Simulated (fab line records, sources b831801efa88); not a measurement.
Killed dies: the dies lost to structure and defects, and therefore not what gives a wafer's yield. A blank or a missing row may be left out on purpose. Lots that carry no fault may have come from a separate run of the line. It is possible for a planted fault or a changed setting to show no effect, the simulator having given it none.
Commonality check across tools :: flow sky130 :: 13 lots and 38 wafers in the sample

== WHY THIS WAS OPENED ==
SKY_SONOS_TUNNEL_TW_MEAS_12, reading SONOS_TUNNEL_TW: flagged on 1 of 13 lots. No-fault wafers: 198.9, standard deviation 1.2.
Rule: a lot gets a flag if all its wafers with a number sit over 4 standard deviations from that mean, or if no wafer of it has a number. The rest of the lots are taken to be sound.

lot: L647
measured: day 11 12:00
on: film metro-04
SONOS_TUNNEL_TW, wafer by wafer: 197.2 199.0 198.3
flag: 

lot: L648
measured: day 11 14:48
on: film metro-01
SONOS_TUNNEL_TW, wafer by wafer: 200.1 200.5 200.1
flag: 

lot: L649
measured: day 11 21:24
on: film metro-03
SONOS_TUNNEL_TW, wafer by wafer: 198.0 198.6 198.2
flag: 

lot: L651
measured: day 12 18:11
on: film metro-01
SONOS_TUNNEL_TW, wafer by wafer: 200.1 199.2 200.0
flag: 

lot: L656
measured: day 14 07:17
on: film metro-04
SONOS_TUNNEL_TW, wafer by wafer: 200.1 199.8 199.4
flag: 

lot: L657
measured: day 14 10:13
on: film metro-01
SONOS_TUNNEL_TW, wafer by wafer: 178.4 178.7
flag: FLAGGED

lot: L660
measured: day 15 14:07
on: film metro-01
SONOS_TUNNEL_TW, wafer by wafer: 200.6 200.3 200.5
flag: 

lot: L663
measured: day 16 12:50
on: film metro-04
SONOS_TUNNEL_TW, wafer by wafer: 197.6 198.7 197.6
flag: 

lot: L664
measured: day 16 23:31
on: film metro-03
SONOS_TUNNEL_TW, wafer by wafer: 197.9 199.4 198.6
flag: 

lot: L667
measured: day 17 22:09
on: film metro-01
SONOS_TUNNEL_TW, wafer by wafer: 199.9 200.4 200.3
flag: 

lot: L668
measured: day 18 07:52
on: film metro-04
SONOS_TUNNEL_TW, wafer by wafer: 198.5 197.9 198.1
flag: 

lot: L669
measured: day 18 16:40
on: film metro-01
SONOS_TUNNEL_TW, wafer by wafer: 199.9 199.9 198.9
flag: 

lot: L670
measured: day 19 22:44
on: film metro-04
SONOS_TUNNEL_TW, wafer by wafer: 200.3 199.5 198.4
flag: 
The mean of the flagged lots' numbers is 178.6, -20.3 from the usual (-17 standard deviations).

== LOT BY LOT: THE TOOL USED ==
The record keeps 1 process step preceding the reading, out of 708 steps on the route. Every cell lists first the tool, next ch and the chambers used by the sampled wafers, and last the start.
lot: L647
flag: 
SKY_SONOS_TUNNEL_IMPLANT_09: implanter-02 ch 0, day 11 11:35

lot: L648
flag: 
SKY_SONOS_TUNNEL_IMPLANT_09: implanter-03 ch 0, day 11 14:21

lot: L649
flag: 
SKY_SONOS_TUNNEL_IMPLANT_09: implanter-02 ch 0, day 11 20:59

lot: L651
flag: 
SKY_SONOS_TUNNEL_IMPLANT_09: implanter-01 ch 0, day 12 17:45

lot: L656
flag: 
SKY_SONOS_TUNNEL_IMPLANT_09: implanter-03 ch 0, day 14 06:47

lot: L657
flag: FLAGGED
SKY_SONOS_TUNNEL_IMPLANT_09: implanter-02 ch 0, day 14 09:49

lot: L660
flag: 
SKY_SONOS_TUNNEL_IMPLANT_09: implanter-01 ch 0, day 15 13:42

lot: L663
flag: 
SKY_SONOS_TUNNEL_IMPLANT_09: implanter-03 ch 0, day 16 12:23

lot: L664
flag: 
SKY_SONOS_TUNNEL_IMPLANT_09: implanter-03 ch 0, day 16 23:08

lot: L667
flag: 
SKY_SONOS_TUNNEL_IMPLANT_09: implanter-01 ch 0, day 17 21:43

lot: L668
flag: 
SKY_SONOS_TUNNEL_IMPLANT_09: implanter-01 ch 0, day 18 07:28

lot: L669
flag: 
SKY_SONOS_TUNNEL_IMPLANT_09: implanter-02 ch 0, day 18 16:16

lot: L670
flag: 
SKY_SONOS_TUNNEL_IMPLANT_09: implanter-01 ch 0, day 19 22:19
What the steps here do:
- SKY_SONOS_TUNNEL_IMPLANT_09
- SKY_SONOS_TUNNEL_TW_MEAS_12

== FLAGGED OVER TOTAL, TOOL BY TOOL (the gauges that took the reading come last) ==
step: SKY_SONOS_TUNNEL_IMPLANT_09
tool: implanter-01
lots run: 5
flagged: 0
share of the flagged lots: none
sound lots run after its first flagged lot: -

step: SKY_SONOS_TUNNEL_IMPLANT_09
tool: implanter-02
lots run: 4
flagged: 1
share of the flagged lots: all
sound lots run after its first flagged lot: 1 (L669)

step: SKY_SONOS_TUNNEL_IMPLANT_09
tool: implanter-03
lots run: 4
flagged: 0
share of the flagged lots: none
sound lots run after its first flagged lot: -

step: SKY_SONOS_TUNNEL_TW_MEAS_12
tool: film metro-01
lots run: 6
flagged: 1
share of the flagged lots: all
sound lots run after its first flagged lot: 3 (L660,L667,L669)

step: SKY_SONOS_TUNNEL_TW_MEAS_12
tool: film metro-03
lots run: 2
flagged: 0
share of the flagged lots: none
sound lots run after its first flagged lot: -

step: SKY_SONOS_TUNNEL_TW_MEAS_12
tool: film metro-04
lots run: 5
flagged: 0
share of the flagged lots: none
sound lots run after its first flagged lot: -

== WHAT IS ALLOWED BY THE TABLE ==
Every flagged lot went through 2 rows of the table: implanter-02 at SKY_SONOS_TUNNEL_IMPLANT_09 and film metro-01 at SKY_SONOS_TUNNEL_TW_MEAS_12.
- implanter-02 at SKY_SONOS_TUNNEL_IMPLANT_09 ran 4 lots, 1 of them flagged. Sound lots followed the first flagged one (L669) on it, something a lasting fault affecting the whole tool could not allow.
- film metro-01 at SKY_SONOS_TUNNEL_TW_MEAS_12 ran 6 lots, 1 of them flagged. Sound lots followed the first flagged one (L660, L667, L669) on it, something a lasting fault affecting the whole tool could not allow.
No row of the table ran every flagged lot and no sound lot after the first.

== WHAT THE SIMULATOR PUT IN ==
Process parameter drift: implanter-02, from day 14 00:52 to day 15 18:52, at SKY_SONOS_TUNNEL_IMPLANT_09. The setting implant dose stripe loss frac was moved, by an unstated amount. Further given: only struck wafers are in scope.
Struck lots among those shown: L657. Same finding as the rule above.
